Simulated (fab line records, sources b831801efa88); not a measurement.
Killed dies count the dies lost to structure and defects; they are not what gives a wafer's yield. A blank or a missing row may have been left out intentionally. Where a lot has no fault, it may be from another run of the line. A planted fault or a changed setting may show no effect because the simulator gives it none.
Struck lot and sound lot, side by side	flow sky130	14 steps out of a route of 708
Sound: the wafers L381.2, L381.4, L381.5. Struck: wafers L387.1, L387.4, L387.5. The cause is given at the end.
Per side, at each step with rows, come the tool, then ch with its chambers, and then its first start. Under that, the readings that differ: sound wafers	struck wafers	difference of the means	sigmas: that difference in standard deviations of wafers without a fault.
alike: readings with means less than 2 such deviations apart, plus words and numbers identical on both sides. not compared: withheld readings, readings lacking a value on some wafer, bounds such as >300 that could conceal the same value, and numbers that have no deviation in the record and whose values overlap.
Wherever a step has rows on one side only, a row that says differs or no value, or a row with sigmas, the two part there. Non-overlapping numbers with no deviation appear without sigmas and do not part them. A reading missing from all wafers of one side parts the sides only when that side holds two or more wafers.

first, 1 step without rows for these wafers: SKY_SD_P_DEVELOP_06 (develop time 60 s).
SKY_SD_P_CD_MEAS_07: target cd 380 nm.
  sound on cd-sem-02, day 28 07:28; struck on cd-sem-02, day 30 02:31
  alike: cd-nm
SKY_SD_P_OVL_MEAS_08:
  sound on overlay-01, day 28 07:34; struck on overlay-01, day 30 02:38
  alike: SD_P_OVL
after that, 1 step had no rows for these wafers: SKY_SD_P_IMPLANT_09.
SKY_SD_P_STRIP_10: strips in O2/N2.
  sound on plasma-asher-04 ch 0,1, day 28 07:45; struck on plasma-asher-04 ch 0,1, day 30 02:49
  alike: drypump-motor-current-A, oes-product-au, strip-time-to-endpoint-s
  not compared: rf-hours-counter-h
SKY_SD_P_TW_MEAS_11:
  sound on film-metro-02, day 28 07:52; struck on film-metro-01, day 30 02:55
reading	sound	struck	difference	sigmas
SD_P_TW	2795 2792 2781	2856 2861 2852	+67	+2
then, 6 steps without rows for these wafers: SKY_RES_XHIGH_DEHYDRATE_00 (time 60 s); SKY_RES_XHIGH_HMDS_01 (prime time 60 s); SKY_RES_XHIGH_COAT_02 (resist thk 1140 nm); SKY_RES_XHIGH_SOFTBAKE_03 (time 60 s); SKY_RES_XHIGH_EXPOSE_04 (exposes mask URPM, target cd 1270 nm); SKY_RES_XHIGH_PEB_05.
SKY_RES_XHIGH_DEVELOP_06: develop time 60 s.
  sound on litho-track-03 ch 0, day 29 11:35; struck on litho-track-03 ch 0, day 31 06:57
reading	sound	struck	difference	sigmas
developer-temp-C (C)	22.85 23.07 23.09	22.10 22.15 22.16	-0.87	-8
after that, 1 step had no rows for these wafers: SKY_RES_XHIGH_IMPLANT_07.

== WHERE THEY PART ==
First at SKY_SD_P_TW_MEAS_11; last, within this record, at SKY_RES_XHIGH_DEVELOP_06.

WHY: what the simulator had put in
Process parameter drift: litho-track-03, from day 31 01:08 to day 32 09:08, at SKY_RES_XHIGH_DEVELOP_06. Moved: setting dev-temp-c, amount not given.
